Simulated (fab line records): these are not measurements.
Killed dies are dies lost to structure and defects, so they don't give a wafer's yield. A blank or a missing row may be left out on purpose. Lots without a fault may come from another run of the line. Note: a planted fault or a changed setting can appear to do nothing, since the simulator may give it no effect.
The tool behind it: which one? :: flow gf180mcu :: 72 wafers from 24 lots sampled at 5 of the route's 602 steps

## WHAT EACH GAUGE READ, for each wafer
GF_V1_THK_MEAS_03. Usual: for V1_CVD_02_THK the level is 848 nm and the standard deviation is 12.
lot: L074
measured: day 17 13:51
on: film_metro-02
V1_CVD_02_THK (nm): 845 853 860
flag: 

lot: L075
measured: day 17 20:19
on: film_metro-03
V1_CVD_02_THK (nm): 859 858 866
flag: 

lot: L076
measured: day 18 01:29
on: film_metro-02
V1_CVD_02_THK (nm): 858 854 874
flag: 

lot: L077
measured: day 18 22:13
on: film_metro-04
V1_CVD_02_THK (nm): 825 820 829
flag: 

lot: L078
measured: day 19 07:42
on: film_metro-02
V1_CVD_02_THK (nm): 834 832 851
flag: 

lot: L079
measured: day 19 19:52
on: film_metro-02
V1_CVD_02_THK (nm): 831 848 862
flag: 

lot: L080
measured: day 20 04:59
on: film_metro-04
V1_CVD_02_THK (nm): 825 841 845
flag: 

lot: L081
measured: day 20 17:16
on: film_metro-04
V1_CVD_02_THK (nm): 841 841 851
flag: 

lot: L082
measured: day 20 17:17
on: film_metro-03
V1_CVD_02_THK (nm): 833 860 851
flag: 

lot: L083
measured: day 20 23:50
on: film_metro-02
V1_CVD_02_THK (nm): 839 853 858
flag: 

lot: L084
measured: day 21 17:53
on: film_metro-02
V1_CVD_02_THK (nm): 848 835 850
flag: 

lot: L085
measured: day 21 21:08
on: film_metro-03
V1_CVD_02_THK (nm): 839 827 850
flag: 

lot: L086
measured: day 22 07:01
on: film_metro-04
V1_CVD_02_THK (nm): 848 850 865
flag: 

lot: L087
measured: day 22 14:21
on: film_metro-02
V1_CVD_02_THK (nm): 848 848 860
flag: 

lot: L088
measured: day 23 00:10
on: film_metro-02
V1_CVD_02_THK (nm): 845 833 872
flag: 

lot: L089
measured: day 23 06:28
on: film_metro-02
V1_CVD_02_THK (nm): 838 850 844
flag: 

lot: L090
measured: day 24 02:39
on: film_metro-02
V1_CVD_02_THK (nm): 844 858 852
flag: 

lot: L091
measured: day 24 02:54
on: film_metro-04
V1_CVD_02_THK (nm): 837 846 853
flag: 

lot: L092
measured: day 24 06:12
on: film_metro-04
V1_CVD_02_THK (nm): 855 858 870
flag: 

lot: L093
measured: day 24 12:20
on: film_metro-02
V1_CVD_02_THK (nm): 851 852 858
flag: 

lot: L094
measured: day 24 21:28
on: film_metro-04
V1_CVD_02_THK (nm): 831 839 856
flag: 

lot: L095
measured: day 25 04:20
on: film_metro-04
V1_CVD_02_THK (nm): 830 845 843
flag: 

lot: L096
measured: day 26 01:23
on: film_metro-02
V1_CVD_02_THK (nm): 852 850 844
flag: 

lot: L097
measured: day 26 03:00
on: film_metro-04
V1_CVD_02_THK (nm): 858 856 871
flag: 

GF_M2_RS_MEAS_05: uses a four-point probe to measure. Usual: for M2_ALCU_RS the level is 0.0690 ohm/sq and the standard deviation is 0.00058.
lot: L074
measured: day 18 15:31
on: film_metro-04
M2_ALCU_RS (ohm/sq): 0.0685 0.0695 0.0692
flag: 

lot: L075
measured: day 18 22:29
on: film_metro-04
M2_ALCU_RS (ohm/sq): 0.0696 0.0697 0.0690
flag: 

lot: L076
measured: day 19 03:51
on: film_metro-03
M2_ALCU_RS (ohm/sq): 0.0688 0.0686 0.0695
flag: 

lot: L077
measured: day 20 00:00
on: film_metro-01
M2_ALCU_RS (ohm/sq): 0.0694 0.0697 0.0701
flag: 

lot: L078
measured: day 20 10:49
on: film_metro-03
M2_ALCU_RS (ohm/sq): 0.0682 0.0694 0.0690
flag: 

lot: L079
measured: day 20 22:41
on: film_metro-01
M2_ALCU_RS (ohm/sq): 0.0689 0.0692 0.0692
flag: 

lot: L080
measured: day 21 07:34
on: film_metro-03
M2_ALCU_RS (ohm/sq): 0.0687 0.0691 0.0695
flag: 

lot: L081
measured: day 21 20:13
on: film_metro-04
M2_ALCU_RS (ohm/sq): 0.0693 0.0685 0.0691
flag: 

lot: L082
measured: day 21 20:24
on: film_metro-03
M2_ALCU_RS (ohm/sq): 0.0694 0.0691 0.0701
flag: 

lot: L083
measured: day 22 02:10
on: film_metro-04
M2_ALCU_RS (ohm/sq): 0.0683 0.0682 0.0690
flag: 

lot: L084
measured: day 22 18:52
on: film_metro-04
M2_ALCU_RS (ohm/sq): 0.0693 0.0686 0.0695
flag: 

lot: L085
measured: day 22 23:31
on: film_metro-01
M2_ALCU_RS (ohm/sq): 0.0686 0.0692 0.0691
flag: 

lot: L086
measured: day 23 08:23
on: film_metro-01
M2_ALCU_RS (ohm/sq): 0.0689 0.0689 0.0680
flag: 

lot: L087
measured: day 23 15:26
on: film_metro-04
M2_ALCU_RS (ohm/sq): 0.0685 0.0693 0.0693
flag: 

lot: L088
measured: day 24 00:53
on: film_metro-03
M2_ALCU_RS (ohm/sq): 0.0689 0.0704 0.0697
flag: 

lot: L089
measured: day 24 07:07
on: film_metro-03
M2_ALCU_RS (ohm/sq): 0.0696 0.0701 0.0699
flag: 

lot: L090
measured: day 25 02:59
on: film_metro-04
M2_ALCU_RS (ohm/sq): 0.0690 0.0697 0.0685
flag: 

lot: L091
measured: day 25 03:52
on: film_metro-03
M2_ALCU_RS (ohm/sq): 0.0682 0.0681 0.0683
flag: 

lot: L092
measured: day 25 07:10
on: film_metro-03
M2_ALCU_RS (ohm/sq): 0.0687 0.0688 0.0688
flag: 

lot: L093
measured: day 25 12:08
on: film_metro-01
M2_ALCU_RS (ohm/sq): 0.0694 0.0689 0.0688
flag: 

lot: L094
measured: day 25 23:59
on: film_metro-03
M2_ALCU_RS (ohm/sq): 0.0687 0.0679 0.0680
flag: 

lot: L095
measured: day 26 05:25
on: film_metro-04
M2_ALCU_RS (ohm/sq): 0.0688 0.0686 0.0687
flag: 

lot: L096
measured: day 27 00:43
on: film_metro-03
M2_ALCU_RS (ohm/sq): 0.0695 0.0695 0.0687
flag: 

lot: L097
measured: day 27 02:16
on: film_metro-01
M2_ALCU_RS (ohm/sq): 0.0695 0.0694 0.0698
flag: 

GF_M4_RS_MEAS_05: uses a four-point probe to measure. Usual: for M4_ALCU_RS the level is 0.0695 ohm/sq and the standard deviation is 0.00067.
lot: L074
measured: day 22 21:22
on: film_metro-01
M4_ALCU_RS (ohm/sq): 0.0692 0.0691 0.0690
flag: 

lot: L075
measured: day 23 04:16
on: film_metro-04
M4_ALCU_RS (ohm/sq): 0.0686 0.0692 0.0686
flag: 

lot: L076
measured: day 23 10:44
on: film_metro-04
M4_ALCU_RS (ohm/sq): 0.0691 0.0687 0.0691
flag: 

lot: L077
measured: day 24 04:38
on: film_metro-04
M4_ALCU_RS (ohm/sq): 0.0706 0.0710 0.0706
flag: 

lot: L078
measured: day 25 03:14
on: film_metro-04
M4_ALCU_RS (ohm/sq): 0.0694 0.0689 0.0696
flag: 

lot: L079
measured: day 25 05:20
on: film_metro-03
M4_ALCU_RS (ohm/sq): 0.0691 0.0702 0.0691
flag: 

lot: L080
measured: day 25 08:28
on: film_metro-04
M4_ALCU_RS (ohm/sq): 0.0684 0.0694 0.0692
flag: 

lot: L081
measured: day 25 19:53
on: film_metro-01
M4_ALCU_RS (ohm/sq): 0.0692 0.0697 0.0693
flag: 

lot: L082
measured: day 25 23:13
on: film_metro-03
M4_ALCU_RS (ohm/sq): 0.0694 0.0689 0.0689
flag: 

lot: L083
measured: day 26 01:08
on: film_metro-03
M4_ALCU_RS (ohm/sq): 0.0695 0.0699 0.0698
flag: 

lot: L084
measured: day 27 01:32
on: film_metro-04
M4_ALCU_RS (ohm/sq): 0.0701 0.0695 0.0695
flag: 

lot: L085
measured: day 27 01:53
on: film_metro-03
M4_ALCU_RS (ohm/sq): 0.0690 0.0700 0.0693
flag: 

lot: L086
measured: day 27 08:04
on: film_metro-04
M4_ALCU_RS (ohm/sq): 0.0700 0.0687 0.0688
flag: 

lot: L087
measured: day 27 10:23
on: film_metro-04
M4_ALCU_RS (ohm/sq): 0.0697 0.0694 0.0698
flag: 

lot: L088
measured: day 27 21:05
on: film_metro-03
M4_ALCU_RS (ohm/sq): 0.0699 0.0702 0.0696
flag: 

lot: L089
measured: day 28 03:37
on: film_metro-04
M4_ALCU_RS (ohm/sq): 0.0702 0.0707 0.0707
flag: 

lot: L090
measured: day 28 19:32
on: film_metro-03
M4_ALCU_RS (ohm/sq): 0.0702 0.0701 0.0707
flag: 

lot: L091
measured: day 28 21:28
on: film_metro-04
M4_ALCU_RS (ohm/sq): 0.0688 0.0683 0.0685
flag: 

lot: L092
measured: day 28 23:58
on: film_metro-01
M4_ALCU_RS (ohm/sq): 0.0705 0.0697 0.0705
flag: 

lot: L093
measured: day 29 04:34
on: film_metro-04
M4_ALCU_RS (ohm/sq): 0.0703 0.0706 0.0713
flag: 

lot: L094
measured: day 29 15:05
on: film_metro-01
M4_ALCU_RS (ohm/sq): 0.0686 0.0684 0.0688
flag: 

lot: L095
measured: day 29 20:14
on: film_metro-01
M4_ALCU_RS (ohm/sq): 0.0701 0.0707 0.0702
flag: 

lot: L096
measured: day 30 13:43
on: film_metro-01
M4_ALCU_RS (ohm/sq): 0.0690 0.0691 0.0693
flag: 

lot: L097
measured: day 30 15:50
on: film_metro-01
M4_ALCU_RS (ohm/sq): 0.0688 0.0686 0.0683
flag: 

## EACH LOT AND THE TOOL THAT RAN IT (in order: tool; ch and the chambers of the sampled wafers; start)
lot: L074
GF_M2_SPUTTER_01: pvd_sputter-04, day 18 15:24
GF_M2_SPUTTER_04: pvd_sputter-04, day 18 15:29

lot: L075
GF_M2_SPUTTER_01: pvd_sputter-04, day 18 22:20
GF_M2_SPUTTER_04: pvd_sputter-04, day 18 22:25

lot: L076
GF_M2_SPUTTER_01: pvd_sputter-04, day 19 03:44
GF_M2_SPUTTER_04: pvd_sputter-04, day 19 03:49

lot: L077
GF_M2_SPUTTER_01: pvd_sputter-03, day 19 23:52
GF_M2_SPUTTER_04: pvd_sputter-03, day 19 23:58

lot: L078
GF_M2_SPUTTER_01: pvd_sputter-02, day 20 10:41
GF_M2_SPUTTER_04: pvd_sputter-02, day 20 10:46

lot: L079
GF_M2_SPUTTER_01: pvd_sputter-03, day 20 22:34
GF_M2_SPUTTER_04: pvd_sputter-03, day 20 22:39

lot: L080
GF_M2_SPUTTER_01: pvd_sputter-04, day 21 07:25
GF_M2_SPUTTER_04: pvd_sputter-04, day 21 07:29

lot: L081
GF_M2_SPUTTER_01: pvd_sputter-02, day 21 20:05
GF_M2_SPUTTER_04: pvd_sputter-02, day 21 20:10

lot: L082
GF_M2_SPUTTER_01: pvd_sputter-03, day 21 20:17
GF_M2_SPUTTER_04: pvd_sputter-03, day 21 20:22

lot: L083
GF_M2_SPUTTER_01: pvd_sputter-04, day 22 02:00
GF_M2_SPUTTER_04: pvd_sputter-04, day 22 02:05

lot: L084
GF_M2_SPUTTER_01: pvd_sputter-02, day 22 18:44
GF_M2_SPUTTER_04: pvd_sputter-02, day 22 18:49

lot: L085
GF_M2_SPUTTER_01: pvd_sputter-03, day 22 23:24
GF_M2_SPUTTER_04: pvd_sputter-03, day 22 23:29

lot: L086
GF_M2_SPUTTER_01: pvd_sputter-04, day 23 08:16
GF_M2_SPUTTER_04: pvd_sputter-04, day 23 08:20

lot: L087
GF_M2_SPUTTER_01: pvd_sputter-04, day 23 15:17
GF_M2_SPUTTER_04: pvd_sputter-04, day 23 15:22

lot: L088
GF_M2_SPUTTER_01: pvd_sputter-02, day 24 00:44
GF_M2_SPUTTER_04: pvd_sputter-02, day 24 00:49

lot: L089
GF_M2_SPUTTER_01: pvd_sputter-02, day 24 06:59
GF_M2_SPUTTER_04: pvd_sputter-02, day 24 07:04

lot: L090
GF_M2_SPUTTER_01: pvd_sputter-04, day 25 02:49
GF_M2_SPUTTER_04: pvd_sputter-04, day 25 02:54

lot: L091
GF_M2_SPUTTER_01: pvd_sputter-02, day 25 03:43
GF_M2_SPUTTER_04: pvd_sputter-02, day 25 03:48

lot: L092
GF_M2_SPUTTER_01: pvd_sputter-04, day 25 07:01
GF_M2_SPUTTER_04: pvd_sputter-04, day 25 07:06

lot: L093
GF_M2_SPUTTER_01: pvd_sputter-02, day 25 12:01
GF_M2_SPUTTER_04: pvd_sputter-02, day 25 12:05

lot: L094
GF_M2_SPUTTER_01: pvd_sputter-04, day 25 23:50
GF_M2_SPUTTER_04: pvd_sputter-04, day 25 23:55

lot: L095
GF_M2_SPUTTER_01: pvd_sputter-04, day 26 05:16
GF_M2_SPUTTER_04: pvd_sputter-04, day 26 05:21

lot: L096
GF_M2_SPUTTER_01: pvd_sputter-03, day 27 00:35
GF_M2_SPUTTER_04: pvd_sputter-03, day 27 00:40

lot: L097
GF_M2_SPUTTER_01: pvd_sputter-02, day 27 02:07
GF_M2_SPUTTER_04: pvd_sputter-02, day 27 02:12
- GF_M2_SPUTTER_01: material TiN, target thk 30 nm, time 25 s.
- GF_M2_SPUTTER_04: material TiN, target thk 50 nm, time 41.7 s.

## AS READ BY THE TOOLS THEMSELVES (means over the sampled wafers that have a number; for cases with no such wafer, the mark the record gives instead)
GF_M2_SPUTTER_01. Usual: throttle_valve_pct reads 30.5 % (standard deviation 1.2).
lot: L074
tool: pvd_sputter-04
throttle_valve_pct (%): 31.8
flag: 

lot: L075
tool: pvd_sputter-04
throttle_valve_pct (%): 31.4
flag: 

lot: L076
tool: pvd_sputter-04
throttle_valve_pct (%): 30.7
flag: 

lot: L077
tool: pvd_sputter-03
throttle_valve_pct (%): 30.5
flag: 

lot: L078
tool: pvd_sputter-02
throttle_valve_pct (%): 29.6
flag: 

lot: L079
tool: pvd_sputter-03
throttle_valve_pct (%): 30.9
flag: 

lot: L080
tool: pvd_sputter-04
throttle_valve_pct (%): 31.1
flag: 

lot: L081
tool: pvd_sputter-02
throttle_valve_pct (%): 29.7
flag: 

lot: L082
tool: pvd_sputter-03
throttle_valve_pct (%): 30.7
flag: 

lot: L083
tool: pvd_sputter-04
throttle_valve_pct (%): 31.5
flag: 

lot: L084
tool: pvd_sputter-02
throttle_valve_pct (%): 29.8
flag: 

lot: L085
tool: pvd_sputter-03
throttle_valve_pct (%): 30.9
flag: 

lot: L086
tool: pvd_sputter-04
throttle_valve_pct (%): 31.6
flag: 

lot: L087
tool: pvd_sputter-04
throttle_valve_pct (%): 30.2
flag: 

lot: L088
tool: pvd_sputter-02
throttle_valve_pct (%): 29.0
flag: 

lot: L089
tool: pvd_sputter-02
throttle_valve_pct (%): 29.6
flag: 

lot: L090
tool: pvd_sputter-04
throttle_valve_pct (%): 30.6
flag: 

lot: L091
tool: pvd_sputter-02
throttle_valve_pct (%): 29.5
flag: 

lot: L092
tool: pvd_sputter-04
throttle_valve_pct (%): 30.1
flag: 

lot: L093
tool: pvd_sputter-02
throttle_valve_pct (%): 29.6
flag: 

lot: L094
tool: pvd_sputter-04
throttle_valve_pct (%): 30.6
flag: 

lot: L095
tool: pvd_sputter-04
throttle_valve_pct (%): 30.3
flag: 

lot: L096
tool: pvd_sputter-03
throttle_valve_pct (%): 30.9
flag: 

lot: L097
tool: pvd_sputter-02
throttle_valve_pct (%): 30.0
flag: 

GF_M2_SPUTTER_04. Usual: throttle_valve_pct reads 30.4 % (standard deviation 1.2).
lot: L074
tool: pvd_sputter-04
throttle_valve_pct (%): 32.0
flag: 

lot: L075
tool: pvd_sputter-04
throttle_valve_pct (%): 31.5
flag: 

lot: L076
tool: pvd_sputter-04
throttle_valve_pct (%): 30.6
flag: 

lot: L077
tool: pvd_sputter-03
throttle_valve_pct (%): 30.3
flag: 

lot: L078
tool: pvd_sputter-02
throttle_valve_pct (%): 29.7
flag: 

lot: L079
tool: pvd_sputter-03
throttle_valve_pct (%): 30.8
flag: 

lot: L080
tool: pvd_sputter-04
throttle_valve_pct (%): 31.0
flag: 

lot: L081
tool: pvd_sputter-02
throttle_valve_pct (%): 29.8
flag: 

lot: L082
tool: pvd_sputter-03
throttle_valve_pct (%): 30.8
flag: 

lot: L083
tool: pvd_sputter-04
throttle_valve_pct (%): 31.6
flag: 

lot: L084
tool: pvd_sputter-02
throttle_valve_pct (%): 29.7
flag: 

lot: L085
tool: pvd_sputter-03
throttle_valve_pct (%): 30.9
flag: 

lot: L086
tool: pvd_sputter-04
throttle_valve_pct (%): 31.5
flag: 

lot: L087
tool: pvd_sputter-04
throttle_valve_pct (%): 30.2
flag: 

lot: L088
tool: pvd_sputter-02
throttle_valve_pct (%): 29.2
flag: 

lot: L089
tool: pvd_sputter-02
throttle_valve_pct (%): 29.6
flag: 

lot: L090
tool: pvd_sputter-04
throttle_valve_pct (%): 30.7
flag: 

lot: L091
tool: pvd_sputter-02
throttle_valve_pct (%): 29.7
flag: 

lot: L092
tool: pvd_sputter-04
throttle_valve_pct (%): 30.0
flag: 

lot: L093
tool: pvd_sputter-02
throttle_valve_pct (%): 29.4
flag: 

lot: L094
tool: pvd_sputter-04
throttle_valve_pct (%): 30.7
flag: 

lot: L095
tool: pvd_sputter-04
throttle_valve_pct (%): 30.4
flag: 

lot: L096
tool: pvd_sputter-03
throttle_valve_pct (%): 30.8
flag: 

lot: L097
tool: pvd_sputter-02
throttle_valve_pct (%): 30.0
flag: 

## THE ANSWER, worked out from the rows above alone
Rule: lot off if the mean of its wafers having a number is beyond 3 standard deviations from the usual mean. Also off: a lot with no number at a reading for which 4 or more lots have one. Where the step has rows for the other lots, those lots are counted as sound. The gauges are gone through in route order, then the tools' own readings, and for those a lot's mean is taken as printed above. The first step at which some lot is off is used, and at that step the reading that is off furthest; a lot without a number counts as furthest.
No lot is off at any reading shown: from this, nothing can be told.

## WHAT THE SIMULATOR HAD PUT IN
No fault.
